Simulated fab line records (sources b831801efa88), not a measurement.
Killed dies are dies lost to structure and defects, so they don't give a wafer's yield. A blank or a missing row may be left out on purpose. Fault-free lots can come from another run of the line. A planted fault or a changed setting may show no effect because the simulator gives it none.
Which tool was responsible?    flow gf180mcu    Sampling: 12 lots, 36 wafers, 4 of 602 route steps

WHAT EACH GAUGE READ, for each wafer
GF_POLY_GATE_THK_MEAS_01.
lot   measured      on            POLY_GATE_CVD_00_THK (nm)
L582  day 8 11:49   filmMetro-01  200.7 198.7 199.0
L583  day 8 19:22   filmMetro-02  199.9 202.6 200.1
L584  day 9 03:51   filmMetro-01  202.3 201.3 202.6
L585  day 9 09:30   filmMetro-03  200.1 201.1 202.7
L586  day 9 15:44   filmMetro-01  201.0 201.7 203.3
L590  day 10 23:35  filmMetro-03  200.0 199.3 197.6
L591  day 11 04:25  filmMetro-03  200.3 199.1 200.4
L592  day 11 11:42  filmMetro-02  199.9 203.3 201.3
L594  day 11 22:37  filmMetro-02  200.0 202.5 202.5
L595  day 12 08:28  filmMetro-03  202.0 199.4 200.8
L600  day 13 15:26  filmMetro-03  265.9 266.6 267.9
L605  day 15 06:19  filmMetro-01  199.1 197.4 197.7

GF_M1_RS_MEAS_05: measurement is done with a four-point probe.
lot   measured      on            M1_ALCU_RS (ohm/sq)
L582  day 16 07:29  filmMetro-02  0.0701 0.0713 0.0709
L583  day 16 14:06  filmMetro-03  0.0692 0.0686 0.0694
L584  day 17 00:19  filmMetro-02  0.0684 0.0689 0.0692
L585  day 17 09:16  filmMetro-02  0.0696 0.0707 0.0697
L586  day 17 15:53  filmMetro-02  0.0700 0.0699 0.0706
L590  day 19 10:35  filmMetro-04  0.0682 0.0676 0.0693
L591  day 19 17:54  filmMetro-03  0.0688 0.0698 0.0698
L592  day 20 02:36  filmMetro-04  0.0701 0.0691 0.0698
L594  day 20 14:14  filmMetro-02  0.0699 0.0710 0.0703
L595  day 21 05:11  filmMetro-04  0.0706 0.0699 0.0697
L600  day 22 15:31  filmMetro-02  0.0700 0.0686 0.0697
L605  day 24 12:16  filmMetro-02  0.0689 0.0702 0.0689

GF_M1_OVL_MEAS_15.
lot   measured      on          M1_OVL (nm)
L582  day 17 05:58  overlay-02  5 -2 4
L583  day 17 13:32  overlay-02  -3 5 3
L584  day 17 23:53  overlay-01  0 1 1
L585  day 18 07:55  overlay-02  2 9 -1
L586  day 18 15:13  overlay-02  2 10 11
L590  day 20 11:31  overlay-01  -3 -2 0
L591  day 20 17:53  overlay-02  4 1 -3
L592  day 21 03:11  overlay-01  0 -1 -2
L594  day 21 14:14  overlay-02  5 3 0
L595  day 22 05:04  overlay-01  5 5 1
L600  day 23 14:36  overlay-02  6 -7 -3
L605  day 25 09:39  overlay-02  2 2 3

WHICH TOOL RAN EACH LOT (tool, then ch and the chambers of the sampled wafers, then the start)
lot   GF_POLY_GATE_CVD_00
L582  lpcvd-01 ch 0, day 8 10:29
L583  lpcvd-01 ch 0, day 8 18:02
L584  lpcvd-02 ch 1, day 9 02:31
L585  lpcvd-02 ch 1, day 9 08:10
L586  lpcvd-01 ch 0, day 9 14:23
L590  lpcvd-02 ch 0, day 10 22:15
L591  lpcvd-02 ch 1, day 11 03:05
L592  lpcvd-02 ch 0, day 11 10:22
L594  lpcvd-02 ch 0, day 11 21:16
L595  lpcvd-02 ch 0, day 12 07:07
L600  lpcvd-02 ch 1, day 13 14:05
L605  lpcvd-01 ch 0, day 15 04:19
- GF_POLY_GATE_CVD_00: deposits poly-Si, target thk 200 nm, time 1200 s.

AS READ BY THE TOOLS THEMSELVES (means over the sampled wafers that have a number; for cases with no such wafer, the mark the record gives instead)
GF_POLY_GATE_CVD_00.
lot   tool      spikeTcBottomC (C)  spikeTcCentreC (C)  spikeTcLowerC (C)  spikeTcTopC (C)  spikeTcUpperC (C)  susceptorTempC (C)  zonePowerUpperPct (%)
L582  lpcvd-01  637.6               620.8               619.1              638.6            619.2              620.04              9.5
L583  lpcvd-01  639.6               622.2               619.9              638.2            619.3              620.18              9.6
L584  lpcvd-02  637.9               619.9               621.3              639.7            619.4              619.94              7.3
L585  lpcvd-02  638.3               620.5               620.2              639.8            617.6              619.54              7.4
L586  lpcvd-01  637.9               621.3               619.9              638.2            620.3              619.96              9.5
L590  lpcvd-02  640.3               621.2               618.6              642.8            620.1              619.85              8.2
L591  lpcvd-02  637.8               619.8               620.9              640.1            618.6              619.76              7.4
L592  lpcvd-02  641.5               622.5               619.5              642.3            619.3              619.87              8.1
L594  lpcvd-02  640.7               621.2               619.8              642.9            619.3              620.06              8.2
L595  lpcvd-02  641.2               621.2               618.6              642.8            620.3              619.84              8.2
L600  lpcvd-02  651.1               630.8               632.8              652.0            633.2              632.80              7.7
L605  lpcvd-01  639.0               621.9               620.9              638.2            618.9              619.86              9.5

THE ANSWER, worked out from the rows above alone
Rule: the usual values come from the lots themselves. Put in order of their means at a reading, lots are off if they are a third of the lots or fewer, leave a main group of 4 or more, and stand apart from it by a gap of 3 or more times the standard deviation of the main group's means; of several such gaps the widest counts. The tables above print the reading to a certain number of digits; a main group whose means all agree to those digits is not used. Also off: a lot with no number at a reading for which 4 or more lots have one. All remaining lots with rows at the step are treated as sound. The gauges are gone through in route order, then the tools' own readings, and for those a lot's mean is taken as printed above. The first step at which some lot is off is used, and at that step the reading that is off furthest; a lot without a number counts as furthest.
Off: L600, at GF_POLY_GATE_THK_MEAS_01 (POLY_GATE_CVD_00_THK). The main group: mean 200.6 nm, standard deviation 1.3.
If a tool, at a process step before that reading, ran all the lots that are off and no sound lot after the first of them, it fits. The gauges at GF_POLY_GATE_THK_MEAS_01 aren't tried: what is off there is off at GF_POLY_GATE_CVD_00 too, on other tools, and a gauge's error can't cause that. One fits: lpcvd-02 at GF_POLY_GATE_CVD_00. A fault onset in the window from L595 (day 12 07:07, its last sound lot) to L600 (day 13 14:05, its first lot off) fits.
The tool's own readings at GF_POLY_GATE_CVD_00 bear it out: on the lots that are off they differ by more than 5 times the standard deviation of the sound lots' means. spikeTcBottomC reads 651.1 C there against 639.3 C on the sound lots; spikeTcCentreC reads 630.8 C there against 621.1 C on the sound lots; spikeTcLowerC reads 632.8 C there against 619.9 C on the sound lots; spikeTcTopC reads 652.0 C there against 640.3 C on the sound lots; spikeTcUpperC reads 633.2 C there against 619.3 C on the sound lots; susceptorTempC reads 632.80 C there against 619.90 C on the sound lots.

WHAT THE SIMULATOR HAD INSERTED
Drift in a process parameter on lpcvd-02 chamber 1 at GF_POLY_GATE_CVD_00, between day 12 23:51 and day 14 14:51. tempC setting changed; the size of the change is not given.
Struck lots among those shown: L600. This agrees with what the rule above found.
